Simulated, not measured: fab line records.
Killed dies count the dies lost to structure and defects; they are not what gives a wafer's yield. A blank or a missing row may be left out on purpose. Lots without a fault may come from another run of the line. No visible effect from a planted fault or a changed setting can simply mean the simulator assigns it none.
Struck lot and sound lot, side by side + flow gf180mcu + 21 out of 602 route steps
Sound: wafers L497.2, L497.5, L497.6. Wafers L506.1, L506.5, L506.6 were the ones struck. Last of all comes the cause.
At each step with rows: each side's tool, then ch and its chambers, then its first start. Under that, the readings that differ: sound wafers + struck wafers + difference of the means + sigmas: that difference in standard deviations of wafers without a fault.
alike: same words and numbers on both sides, and readings whose means sit less than 2 such deviations apart. not compared: any withheld reading, any reading some wafer has no value for, any bound like >300 that may hide the same value, and any number with overlapping values for which the record gives no deviation.
A row with sigmas, a row that says differs or no value, or rows on one side alone: a step with any of these is where the two part. Non-overlapping numbers with no deviation appear without sigmas and do not part them. A reading that every wafer of one side lacks parts them only if that side has two wafers or more.

first, 6 steps without rows for these wafers: GF_DNWELL_COAT_02 (resist thk 3000 nm); GF_DNWELL_SOFTBAKE_03; GF_DNWELL_EXPOSE_04 (exposes mask DNWELL, target cd 1700 nm); GF_DNWELL_PEB_05; GF_DNWELL_DEVELOP_06 (develop time 60 s); GF_DNWELL_IMPLANT_07.
GF_DNWELL_STRIP_08: strips in O2/N2.
  sound on plasma-asher-03 ch 0,1, day 3 05:08; struck on plasma-asher-04 ch 0,1, day 5 15:37
  alike: drypump-motor-current-A, heater-power-w, o2-flow-sccm, oes-product-au, platen-temp-c, strip-time-to-endpoint-s
  not compared: rf-hours-counter-h
GF_DNWELL_TW_MEAS_09:
  sound on film-metro-01, day 3 05:14; struck on film-metro-02, day 5 15:43
  alike: DNWELL_TW
then, 4 steps without rows for these wafers: GF_NWELL_DEHYDRATE_00 (time 60 s); GF_NWELL_HMDS_01 (prime time 60 s); GF_NWELL_COAT_02 (resist thk 3000 nm); GF_NWELL_SOFTBAKE_03.
GF_NWELL_EXPOSE_04: exposes mask Nwell, target cd 860 nm.
  sound on iline-stepper-01 ch 0, day 3 11:36; struck on iline-stepper-01 ch 0, day 5 22:43
| reading | sound                   | struck                     | difference | sigmas |
|---------|-------------------------|----------------------------|------------|--------|
| mask    | Nwell#0 Nwell#0 Nwell#0 | DNWELL#0 DNWELL#0 DNWELL#0 | differs    |        |
  alike: reticle-temp-C
then, 2 steps without rows for these wafers: GF_NWELL_PEB_05; GF_NWELL_DEVELOP_06 (develop time 60 s).
GF_NWELL_OVL_MEAS_07:
  sound on overlay-01, day 3 17:55; struck on overlay-01, day 6 05:57
| reading        | sound        | struck | difference                    | sigmas |
|----------------|--------------|--------|-------------------------------|--------|
| NWELL_OVL (nm) | 0.1 -0.5 1.7 | - - -  | no value on the struck wafers |        |
then, 2 steps without rows for these wafers: GF_NWELL_IMPLANT_08; GF_NWELL_IMPLANT_09.
GF_NWELL_STRIP_10: strips in O2/N2.
  sound on plasma-asher-03 ch 0,1, day 3 18:15; struck on plasma-asher-02 ch 0,1, day 6 06:17
  alike: drypump-motor-current-A, heater-power-w, o2-flow-sccm, oes-product-au, platen-temp-c, strip-time-to-endpoint-s
  not compared: rf-hours-counter-h
GF_NWELL_TW_MEAS_11:
  sound on film-metro-04, day 3 18:22; struck on film-metro-03, day 6 06:23
| reading  | sound          | struck   | difference | sigmas      |
|----------|----------------|----------|------------|-------------|
| NWELL_TW | 1579 1586 1585 | 30 30 30 | -1553      | -99 or more |
then, 1 step without rows for these wafers: GF_LVPWELL_DEHYDRATE_00 (time 60 s).

WHERE THEY PART
Last at GF_NWELL_TW_MEAS_11 as far as this record goes, first at GF_NWELL_EXPOSE_04.

WHY: what had been put in by the simulator
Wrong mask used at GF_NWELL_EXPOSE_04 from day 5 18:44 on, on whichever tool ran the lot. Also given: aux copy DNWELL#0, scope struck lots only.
